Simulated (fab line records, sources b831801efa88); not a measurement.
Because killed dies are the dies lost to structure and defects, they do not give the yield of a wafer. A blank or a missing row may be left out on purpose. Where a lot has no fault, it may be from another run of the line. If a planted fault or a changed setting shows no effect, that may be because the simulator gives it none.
Shared-tool check || flow sky130 || Sampled: 11 lots, 33 wafers

== WHY THIS WAS OPENED ==
SKY_SD_P_TW_MEAS_11, reading SD_P_TW: flagged on 1 of 11 lots. Fault-free wafers read 2825, with a standard deviation of 16.
Rule: a lot is flagged when every wafer of it that has a number lies more than 4 standard deviations from that mean, or none has a number. As for the other lots, they are considered sound.

{"lot": "L560", "measured": "day 25 23:26", "on": "film-metro-03", "SD_P_TW, wafer by wafer": "2803 2808 2811", "flag": ""}
{"lot": "L562", "measured": "day 26 11:35", "on": "film-metro-02", "SD_P_TW, wafer by wafer": "2823 2814 2820", "flag": ""}
{"lot": "L563", "measured": "day 27 07:04", "on": "film-metro-02", "SD_P_TW, wafer by wafer": "2819 2823 2821", "flag": ""}
{"lot": "L564", "measured": "day 27 08:07", "on": "film-metro-02", "SD_P_TW, wafer by wafer": "2819 2817 2823", "flag": ""}
{"lot": "L565", "measured": "day 27 22:32", "on": "film-metro-02", "SD_P_TW, wafer by wafer": "2821 2840 2831", "flag": ""}
{"lot": "L567", "measured": "day 28 10:14", "on": "film-metro-04", "SD_P_TW, wafer by wafer": "2807 2812 2813", "flag": ""}
{"lot": "L568", "measured": "day 28 12:54", "on": "film-metro-04", "SD_P_TW, wafer by wafer": "2830 2809 2806", "flag": ""}
{"lot": "L573", "measured": "day 30 01:22", "on": "film-metro-04", "SD_P_TW, wafer by wafer": "2813 2809 2802", "flag": ""}
{"lot": "L572", "measured": "day 30 02:46", "on": "film-metro-03", "SD_P_TW, wafer by wafer": "2843 2822 2828", "flag": ""}
{"lot": "L575", "measured": "day 31 02:56", "on": "film-metro-03", "SD_P_TW, wafer by wafer": "30 30 30", "flag": "FLAGGED"}
{"lot": "L582", "measured": "day 33 02:35", "on": "film-metro-02", "SD_P_TW, wafer by wafer": "2836 2832 2850", "flag": ""}
The numbers of the flagged lots are 30 on average: -2795 against the usual, or -99 or more standard deviations.

== LOT BY LOT: THE TOOL USED ==
2 process steps preceding the reading are held in the record, out of 708 steps in the route. Each cell gives the tool, then ch followed by the chambers the sampled wafers passed through, then the start.
{"lot": "L560", "flag": "", "SKY_LDD_HVP_STRIP_09": "plasma-asher-01 ch 0, day 22 03:23", "SKY_SD_P_EXPOSE_04": "iline-stepper-02 ch 0, day 25 08:14"}
{"lot": "L562", "flag": "", "SKY_LDD_HVP_STRIP_09": "plasma-asher-03 ch 0,1, day 22 15:17", "SKY_SD_P_EXPOSE_04": "iline-stepper-02 ch 0, day 25 20:55"}
{"lot": "L563", "flag": "", "SKY_LDD_HVP_STRIP_09": "plasma-asher-01 ch 0,1, day 23 12:09", "SKY_SD_P_EXPOSE_04": "iline-stepper-01 ch 0, day 26 16:25"}
{"lot": "L564", "flag": "", "SKY_LDD_HVP_STRIP_09": "plasma-asher-03 ch 0,1, day 23 12:36", "SKY_SD_P_EXPOSE_04": "iline-stepper-01 ch 0, day 26 17:22"}
{"lot": "L565", "flag": "", "SKY_LDD_HVP_STRIP_09": "plasma-asher-04 ch 0,1, day 24 02:39", "SKY_SD_P_EXPOSE_04": "iline-stepper-01 ch 0, day 27 08:11"}
{"lot": "L567", "flag": "", "SKY_LDD_HVP_STRIP_09": "plasma-asher-01 ch 0,1, day 24 14:47", "SKY_SD_P_EXPOSE_04": "iline-stepper-02 ch 0, day 27 19:51"}
{"lot": "L568", "flag": "", "SKY_LDD_HVP_STRIP_09": "plasma-asher-04 ch 0,1, day 24 21:53", "SKY_SD_P_EXPOSE_04": "iline-stepper-02 ch 0, day 27 23:27"}
{"lot": "L573", "flag": "", "SKY_LDD_HVP_STRIP_09": "plasma-asher-03 ch 0,1, day 26 11:08", "SKY_SD_P_EXPOSE_04": "iline-stepper-01 ch 0, day 29 11:38"}
{"lot": "L572", "flag": "", "SKY_LDD_HVP_STRIP_09": "plasma-asher-01 ch 0,1, day 26 12:00", "SKY_SD_P_EXPOSE_04": "iline-stepper-02 ch 0, day 29 12:57"}
{"lot": "L575", "flag": "FLAGGED", "SKY_LDD_HVP_STRIP_09": "plasma-asher-03 ch 0,1, day 27 10:05", "SKY_SD_P_EXPOSE_04": "iline-stepper-02 ch 0, day 30 13:02"}
{"lot": "L582", "flag": "", "SKY_LDD_HVP_STRIP_09": "plasma-asher-01 ch 0,1, day 29 14:36", "SKY_SD_P_EXPOSE_04": "iline-stepper-01 ch 0, day 32 13:14"}
What the steps here do:
- SKY_LDD_HVP_STRIP_09: strips in O2/N2.
- SKY_SD_P_EXPOSE_04: exposes mask PSDM, target cd 380 nm.
- SKY_SD_P_TW_MEAS_11

== FLAGGED AGAINST TOTAL, ONE TOOL AT A TIME (gauges that did the reading follow at the end) ==
{"step": "SKY_LDD_HVP_STRIP_09", "tool": "plasma-asher-01", "lots run": 5, "flagged": 0, "share of the flagged lots": "none", "sound lots run after its first flagged lot": "-"}
{"step": "SKY_LDD_HVP_STRIP_09", "tool": "plasma-asher-03", "lots run": 4, "flagged": 1, "share of the flagged lots": "all", "sound lots run after its first flagged lot": 0}
{"step": "SKY_LDD_HVP_STRIP_09", "tool": "plasma-asher-04", "lots run": 2, "flagged": 0, "share of the flagged lots": "none", "sound lots run after its first flagged lot": "-"}
{"step": "SKY_SD_P_EXPOSE_04", "tool": "iline-stepper-01", "lots run": 5, "flagged": 0, "share of the flagged lots": "none", "sound lots run after its first flagged lot": "-"}
{"step": "SKY_SD_P_EXPOSE_04", "tool": "iline-stepper-02", "lots run": 6, "flagged": 1, "share of the flagged lots": "all", "sound lots run after its first flagged lot": 0}
{"step": "SKY_SD_P_TW_MEAS_11", "tool": "film-metro-02", "lots run": 5, "flagged": 0, "share of the flagged lots": "none", "sound lots run after its first flagged lot": "-"}
{"step": "SKY_SD_P_TW_MEAS_11", "tool": "film-metro-03", "lots run": 3, "flagged": 1, "share of the flagged lots": "all", "sound lots run after its first flagged lot": 0}
{"step": "SKY_SD_P_TW_MEAS_11", "tool": "film-metro-04", "lots run": 3, "flagged": 0, "share of the flagged lots": "none", "sound lots run after its first flagged lot": "-"}

== WHAT THE TABLE ALLOWS ==
3 rows of the table ran every flagged lot: plasma-asher-03 at SKY_LDD_HVP_STRIP_09, iline-stepper-02 at SKY_SD_P_EXPOSE_04, film-metro-03 at SKY_SD_P_TW_MEAS_11.
- plasma-asher-03 at SKY_LDD_HVP_STRIP_09: 1 of its 4 lots flagged. Its last sound lot is L573 (day 26 11:08), its first flagged lot L575 (day 27 10:05): a fault that began between those two fits.
- iline-stepper-02 at SKY_SD_P_EXPOSE_04: 1 of its 6 lots flagged. Its last sound lot is L572 (day 29 12:57), its first flagged lot L575 (day 30 13:02): a fault that began between those two fits.
- film-metro-03 at SKY_SD_P_TW_MEAS_11: 1 of its 3 lots flagged. Its last sound lot is L572 (day 30 02:46), its first flagged lot L575 (day 31 02:56): a fault that began between those two fits.
Because each of these 3 tools fits a fault that began at some hour, counting lots does not separate them. More lots, or a look at what each step does to the wafer, might.

== WHAT THE SIMULATOR PUT IN ==
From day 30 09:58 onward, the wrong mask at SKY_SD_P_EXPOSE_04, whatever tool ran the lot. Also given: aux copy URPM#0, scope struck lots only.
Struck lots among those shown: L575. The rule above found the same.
